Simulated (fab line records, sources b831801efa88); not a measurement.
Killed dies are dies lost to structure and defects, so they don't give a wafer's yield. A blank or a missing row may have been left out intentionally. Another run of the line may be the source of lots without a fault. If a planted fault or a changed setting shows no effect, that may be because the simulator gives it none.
fab line records	flow sky130
record lots=5	wafers=15	lastDay=50
route steps=708 shown FIELD_ISO@3 PAD_OPEN@708
lots with no fault: from the same line, run without faults
startH: the number of hours between the record's first day and the start of the first shown wafer of the lot	waitH: hours elapsed since this lot's preceding step	" as in the row above	L1.1+2: several wafers, shown together as one row	- either no value or no given start	* or withheld: withheld	< > ~ a bound
route shown NAME@n: NAME is a module with steps in the file, n the number in the route of the first one	usual: the fault-free wafers' mean and standard deviation	same: alike in all rows	chamber/n: place in a boat	sites: readings site by site	_std_site: the standard deviation of these	_edge_site: mean of outer sites minus mean of inner sites	radiusMm: how far each site lies from the wafer's centre	mask NAME#n: copy n	behind: the last tool/chamber to shape the wafer	hold: reason for holding the lot/hours on hold/outcome of the hold	device: the transistor (n, p or np) that didn't switch	end of line: the tests these same wafers got at the end of their route	a step without rows: its recipe alone	killed: not the wafer's yield, but the dies lost to structure and defects at the first sort	map: shows each die of a wafer: x if killed, . if not, _ if none is there
set.NAME: setting as actually run; set.NAME@STEP: the setting as run at that earlier step	model.NAME: the simulator's own value behind a step, which no gauge read
lots at selected steps of the route; one table per step, one row per wafer
services: from which hour (startH, from the record's first day; less than 0 if before it) a tool's chamber was out of use, for how many hours, and why
## steps
# step SKY_FIELD_ISO_THK_MEAS_02
# recipe reads=SiO2_of_FIELD_ISO_OXIDATION_01
# usual FIELD_ISO_OXIDATION_00_THK=11.97/0.25
lot.wafer	tool	chamber	startH	waitH	FIELD_ISO_OXIDATION_00_THK[nm]
L386.3	filmMetro-04	-	14.48	0.0	11.85
L386.4	"	-	"	"	11.88
L386.6	"	-	"	"	11.95
L394.2	filmMetro-02	-	52.78	0.0	11.67
L394.4	"	-	"	"	11.92
L394.6	"	-	"	"	11.55
L401.3	filmMetro-02	-	88.95	0.0	12.12
L401.5	"	-	"	"	11.92
L401.6	"	-	"	"	12.14
L408.1	filmMetro-02	-	122.39	0.0	11.96
L408.5	"	-	"	"	12.08
L408.6	"	-	"	"	11.97
L409.2	filmMetro-04	-	127.23	0.0	12.34
L409.5	"	-	"	"	12.24
L409.6	"	-	"	"	12.16
# step SKY_FIELD_ISO_CVD_03
# recipe material=Si3N4	precursor=DCS/NH3	targetThkNm=165	tempC=770	timeS=2830	pressureMtorr=250
# step SKY_FIELD_ISO_THK_MEAS_04
# recipe reads=Si3N4_of_FIELD_ISO_CVD_03
# usual FIELD_ISO_CVD_03_THK=166.0/1.5
lot.wafer	tool	chamber	startH	waitH	FIELD_ISO_CVD_03_THK[nm]
L386.3	filmMetro-01	-	16.49	0.0	168.3
L386.4	"	-	"	"	167.0
L386.6	"	-	"	"	166.7
L394.2	filmMetro-02	-	55.39	0.0	167.0
L394.4	"	-	"	"	167.2
L394.6	"	-	"	"	167.8
L401.3	filmMetro-02	-	90.80	0.0	165.1
L401.5	"	-	"	"	165.2
L401.6	"	-	"	"	166.0
L408.1	filmMetro-04	-	124.24	0.0	166.3
L408.5	"	-	"	"	165.9
L408.6	"	-	"	"	164.2
L409.2	filmMetro-02	-	129.84	0.0	163.7
L409.5	"	-	"	"	164.8
L409.6	"	-	"	"	162.6
# step SKY_FIELD_ISO_DEHYDRATE_05
# recipe tempC=200	timeS=60
# step SKY_FIELD_ISO_HMDS_06
# recipe primeTimeS=60	primeTempC=120
# step SKY_FIELD_ISO_COAT_07
# recipe resist=BARC	tempC=withheld	timeS=withheld	spinRpm=3000	resistThkNm=60
# step SKY_FIELD_ISO_COAT_08
# recipe resist=KrF-thick	spinRpm=3000	resistThkNm=450
# step SKY_FIELD_ISO_SOFTBAKE_09
# recipe tempC=100	timeS=90	resist=KrF-thick
# step SKY_FIELD_ISO_EXPOSE_10
# recipe maskId=FOM	na=0.68	sourceShape=annular	sigmaInner=0.4	sigmaOuter=0.8	targetCdNm=150	doseMj=28.24
# step SKY_FIELD_ISO_PEB_11
# recipe pebTempC=withheld	pebTimeS=withheld	resist=KrF-thick
# step SKY_FIELD_ISO_DEVELOP_12
# recipe developTimeS=60	resist=KrF-thick	devTempC=21
# step SKY_FIELD_ISO_CD_MEAS_13
# recipe targetCdNm=150
# usual cdNm=150.1/1.5
lot.wafer	tool	chamber	startH	waitH	cdNm
L386.3	cdSem-02	-	31.66	-	150.7
L386.4	"	-	"	"	150.5
L386.6	"	-	"	"	148.8
L394.2	cdSem-02	-	70.99	-	148.9
L394.4	"	-	"	"	149.5
L394.6	"	-	"	"	149.8
L401.3	cdSem-01	-	108.06	-	152.5
L401.5	"	-	"	"	151.2
L401.6	"	-	"	"	153.0
L408.1	cdSem-02	-	143.12	-	149.8
L408.5	"	-	"	"	150.0
L408.6	"	-	"	"	151.5
L409.2	cdSem-02	-	149.59	-	153.8
L409.5	"	-	"	"	153.6
L409.6	"	-	"	"	152.4
# step SKY_FIELD_ISO_ETCH_14
# recipe chemistry=N2/H2	target=BARC	ionEnergyEv=200	sourceW=500	biasW=100	pressureMtorr=30	n2FlowSccm=100	h2FlowSccm=200	stopOn=SiO2	timeS=45.9	targetDepthA=600
# usual drypumpMotorCurrentA=5.5/0.43	oesProductAu=0.855/0.0044	rfFwdPowerW=495.0/2.4	throttleValvePct=13.225/0.0087
lot.wafer	tool	chamber	startH	waitH	drypumpMotorCurrentA	oesProductAu	rfFwdPowerW	rfHoursCounterH	throttleValvePct	model.KrF-thick_of_FIELD_ISO_COAT_08.thkNm
L386.3	rieDiel-01	0	31.74	0.1	5.7	0.858	493.0	97	13.230	393.4
L386.4	"	1	"	"	6.0	0.862	496.2	131	13.238	392.9
L386.6	"	1	"	"	6.0	0.857	495.5	-	13.220	390.3
L394.2	rieDiel-04	2	71.09	0.1	5.0	0.849	493.3	5	13.244	395.7
L394.4	"	3	"	"	6.1	0.848	493.7	6	13.231	395.2
L394.6	"	1	"	"	5.5	0.863	494.2	-	13.218	395.6
L401.3	rieDiel-04	1	108.14	0.1	5.5	0.855	496.0	134	13.224	394.3
L401.5	"	3	"	"	6.1	0.851	492.2	-	13.241	394.4
L401.6	"	0	"	"	6.1	0.857	417.0	-	13.236	400.3
L408.1	rieDiel-01	1	143.24	0.1	6.0	0.853	497.9	133	13.211	392.7
L408.5	"	0	"	"	5.6	0.852	496.1	-	13.227	392.7
L408.6	"	1	"	"	6.0	0.852	498.4	-	13.228	392.5
L409.2	rieDiel-02	0	149.69	0.1	5.3	0.855	497.8	95	13.218	392.1
L409.5	"	2	"	"	5.3	0.854	491.5	-	13.229	391.6
L409.6	"	1	"	"	5.3	0.858	494.5	-	13.239	392.4
# step SKY_FIELD_ISO_ETCH_15
# recipe chemistry=CHF3/O2	targetDepthNm=180	stopOn=Si	sourceW=600	biasW=200	pressureMtorr=40	chf3FlowSccm=50	O2_flow_sccm=5	timeS=72
# usual drypumpMotorCurrentA=5.5/0.43	oesProductAu=0.949/0.0062	rfFwdPowerW=595.4/2.3	throttleValvePct=8.844/0.0087
lot.wafer	tool	chamber	startH	waitH	drypumpMotorCurrentA	oesProductAu	rfFwdPowerW	rfHoursCounterH	throttleValvePct	model.KrF-thick_of_FIELD_ISO_COAT_08.thkNm
L386.3	rieDiel-01	0	31.78	0.0	5.6	0.963	593.7	97	8.850	239.9
L386.4	"	1	"	"	6.0	0.948	598.3	131	8.838	237.9
L386.6	"	1	"	"	6.0	0.954	599.1	-	8.852	236.2
L394.2	rieDiel-04	2	71.13	0.0	5.0	0.953	594.9	5	8.837	241.7
L394.4	"	3	"	"	6.1	0.958	590.7	6	8.836	239.6
L394.6	"	1	"	"	5.6	0.943	597.6	-	8.828	243.3
L401.3	rieDiel-04	1	108.18	0.0	5.6	0.948	597.3	134	8.847	241.4
L401.5	"	3	"	"	6.1	0.947	593.0	-	8.846	236.9
L401.6	"	0	"	"	6.1	0.942	599.2	-	8.844	248.1
L408.1	rieDiel-01	1	143.28	0.0	6.0	0.946	594.8	133	8.860	235.6
L408.5	"	0	"	"	5.6	0.947	596.4	-	8.845	238.9
L408.6	"	1	"	"	6.0	0.939	596.9	-	8.860	235.8
L409.2	rieDiel-02	0	149.73	0.0	5.3	0.941	597.6	95	8.836	236.5
L409.5	"	2	"	"	5.3	0.943	592.7	-	8.830	234.7
L409.6	"	1	"	"	5.3	0.938	598.2	-	8.853	234.6
# step SKY_FIELD_ISO_STRIP_16
# recipe chemistry=O2/N2	powerW=1400	pressureMtorr=1500	platenTempC=withheld	o2FlowSccm=3000	n2FlowSccm=300	overashFraction=0.5
# usual drypumpMotorCurrentA=5.7/0.4	oesProductAu=0.378/0.0048	stripTimeToEndpointS=3.55/0.036
lot.wafer	tool	chamber	startH	waitH	drypumpMotorCurrentA	oesProductAu	rfHoursCounterH	stripTimeToEndpointS
L386.3	plasmaAsher-01	1	31.87	0.1	5.6	0.382	-	3.58
L386.4	"	0	"	"	5.0	0.382	-	3.57
L386.6	"	0	"	"	5.0	0.375	-	3.55
L394.2	plasmaAsher-03	0	71.19	0.0	6.3	0.380	39	3.61
L394.4	"	0	"	"	6.3	0.388	-	3.59
L394.6	"	1	"	"	5.4	0.381	-	3.64
L401.3	plasmaAsher-04	1	108.27	0.1	5.7	0.375	-	3.61
L401.5	"	1	"	"	5.7	0.382	-	3.56
L401.6	"	0	"	"	5.5	0.385	-	3.68
L408.1	plasmaAsher-03	1	143.34	0.0	5.4	0.384	46	3.55
L408.5	"	1	"	"	5.4	0.379	-	3.58
L408.6	"	0	"	"	6.3	0.375	-	3.53
L409.2	plasmaAsher-03	1	149.79	0.0	5.4	0.379	47	3.54
L409.5	"	1	"	"	5.4	0.382	-	3.54
L409.6	"	0	"	"	6.3	0.378	-	3.52
# step SKY_PAD_OPEN_PROBE_99
# usual killed_at_M0_to_M3=44/7	killed_at_M4_up=3.0/1.8	killedAtContacts=24/4.9	killedAtFrontEnd=15/5	killedAtOther=0.2/0.53	killedDies=87/8.7	killedOpen=48/6.8	killedShort=39/5.7
# same grossDies=492	killedAtBackSide=0
lot.wafer	tool	chamber	startH	waitH	killed_at_M0_to_M3	killed_at_M4_up	killedAtContacts	killedAtFrontEnd	killedAtOther	killedDies	killedOpen	killedShort
L386.3	prober-01	-	1073.30	0.2	34	4	31	17	0	86	50	36
L386.4	prober-01	-	1073.35	0.2	44	2	16	14	0	76	38	38
L386.6	prober-01	-	1073.45	0.2	47	7	18	16	0	88	51	37
L394.2	prober-01	-	1127.74	0.1	27	2	36	21	0	86	55	31
L394.4	prober-01	-	1127.84	0.2	44	1	25	14	0	84	43	41
L394.6	prober-01	-	1127.94	0.2	39	2	26	13	0	80	40	40
L409.2	prober-02	-	1199.54	0.1	49	2	18	9	0	78	47	31
L409.5	prober-02	-	1199.69	0.2	35	1	33	13	0	82	50	32
L409.6	prober-02	-	1199.74	0.2	41	1	25	18	0	85	52	33
# killed by level:class
L386.3 LI_CONTACT:geometricParticle:open=12 CONTACT:geometricParticle:open=11 VIA1:geometricParticle:open=9 FIELD_ISO:geometricParticle:short=5 LI_CONTACT:geometricParticle:short=4 METAL2:geometricParticle:short=4 METAL1:geometricParticle:short=4 VIA3:geometricParticle:open=4
L386.4 VIA1:geometricParticle:open=12 VIA3:geometricParticle:open=8 VIA1:geometricParticle:short=7 FIELD_ISO:geometricParticle:short=6 CONTACT:geometricParticle:open=6 LI_CONTACT:geometricParticle:open=4 METAL2:geometricParticle:short=4 SPACER:geometricParticle:short=3
L386.6 VIA1:geometricParticle:open=12 METAL2:geometricParticle:short=9 VIA2:geometricParticle:open=8 CONTACT:geometricParticle:open=6 FIELD_ISO:geometricParticle:open=5 VIA3:geometricParticle:open=5 FIELD_ISO:geometricParticle:short=4 LI_CONTACT:geometricParticle:open=4
L394.2 CONTACT:geometricParticle:open=16 LI_CONTACT:geometricParticle:open=9 VIA1:geometricParticle:open=7 FIELD_ISO:geometricParticle:short=6 VIA2:geometricParticle:open=6 FIELD_ISO:geometricParticle:open=5 LOCAL_INTERCONNECT:geometricParticle:short=5 POLY_GATE:geometricParticle:open=4
L394.4 VIA1:geometricParticle:open=9 LI_CONTACT:geometricParticle:open=7 CONTACT:geometricParticle:open=7 VIA3:geometricParticle:open=6 VIA2:geometricParticle:open=6 CONTACT:geometricParticle:short=5 LOCAL_INTERCONNECT:geometricParticle:short=5 METAL1:geometricParticle:short=5
L394.6 LI_CONTACT:geometricParticle:open=10 VIA1:geometricParticle:open=7 CONTACT:geometricParticle:short=7 VIA3:geometricParticle:open=7 CONTACT:geometricParticle:open=6 POLY_GATE:geometricParticle:short=5 METAL1:geometricParticle:short=5 VIA2:geometricParticle:open=5
L409.2 VIA1:geometricParticle:open=10 VIA3:geometricParticle:open=8 VIA2:geometricParticle:open=7 METAL2:geometricParticle:short=6 LI_CONTACT:geometricParticle:open=5 CONTACT:geometricParticle:open=5 VIA3:geometricParticle:short=5 VIA2:geometricParticle:short=4
L409.5 CONTACT:geometricParticle:open=11 LI_CONTACT:geometricParticle:open=9 LOCAL_INTERCONNECT:geometricParticle:short=8 VIA1:geometricParticle:open=8 VIA2:geometricParticle:open=6 FIELD_ISO:geometricParticle:open=4 VIA1:geometricParticle:short=4 METAL1:geometricParticle:short=4
L409.6 VIA1:geometricParticle:open=12 CONTACT:geometricParticle:open=11 VIA2:geometricParticle:open=8 CONTACT:geometricParticle:short=6 POLY_GATE:geometricParticle:short=5 LI_CONTACT:geometricParticle:open=5 METAL1:geometricParticle:short=5 VIA3:geometricParticle:short=5
## services
tool	chamber	startH	hours	kind
plasmaAsher-01	-	7.87	10.4	repair
rieDiel-01	3	11.23	6.8	repair
plasmaAsher-04	-	19.63	2.8	pm
rieDiel-04	3	25.45	8.3	repair
rieDiel-02	0	31.84	28.9	repair
rieDiel-01	3	39.08	15.6	repair
rieDiel-04	1	55.47	6.5	repair
rieDiel-04	-	77.40	2.8	pm
rieDiel-04	0	80.15	-	clean
rieDiel-04	0	80.15	25.8	scheduledDown
rieDiel-04	0	80.15	25.8	ventCycle
plasmaAsher-01	-	108.75	9.0	pm
plasmaAsher-01	0	108.75	9.0	ventCycle
plasmaAsher-01	1	108.75	9.0	ventCycle
rieDiel-02	0	109.93	4.8	repair
plasmaAsher-01	0	117.75	-	clean
plasmaAsher-01	1	117.75	-	clean
rieDiel-01	1	118.74	16.0	repair
plasmaAsher-01	-	121.61	2.8	pm
plasmaAsher-01	-	124.45	1.0	repair
rieDiel-02	-	125.91	0.1	repair
## key
firstSign step=SKY_FIELD_ISO_ETCH_14	reading=rfFwdPowerW	direction=down	sigmas=33	usual=495.0	struck=417.0
effect none on later readings
modelEffect step=SKY_FIELD_ISO_ETCH_14	value=KrF-thick_of_FIELD_ISO_COAT_08.thkNm	without=394.1	struck=400.3
modelEffect step=SKY_FIELD_ISO_ETCH_15	value=KrF-thick_of_FIELD_ISO_COAT_08.thkNm	without=241.9	struck=248.1
metAt SKY_FIELD_ISO_ETCH_14
struckWafers L401.6
testerLeftOut L401
fault kind=processParameterDrift	tool=rieDiel-04	chamber=0	onsetH=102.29	steps=SKY_FIELD_ISO_ETCH_14	channel=sourceW	offset=-80	shape=step	endH=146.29	actsIn=theseRecipesOnly	stated=500
# testerLeftOut: of these lots the tester's yield and bins aren't shown, on N5 and GAA mostly nor the transistor test; their killed dies are dies lost to structure and defects alone, not to doping, threshold or leakage, so they don't give the yield
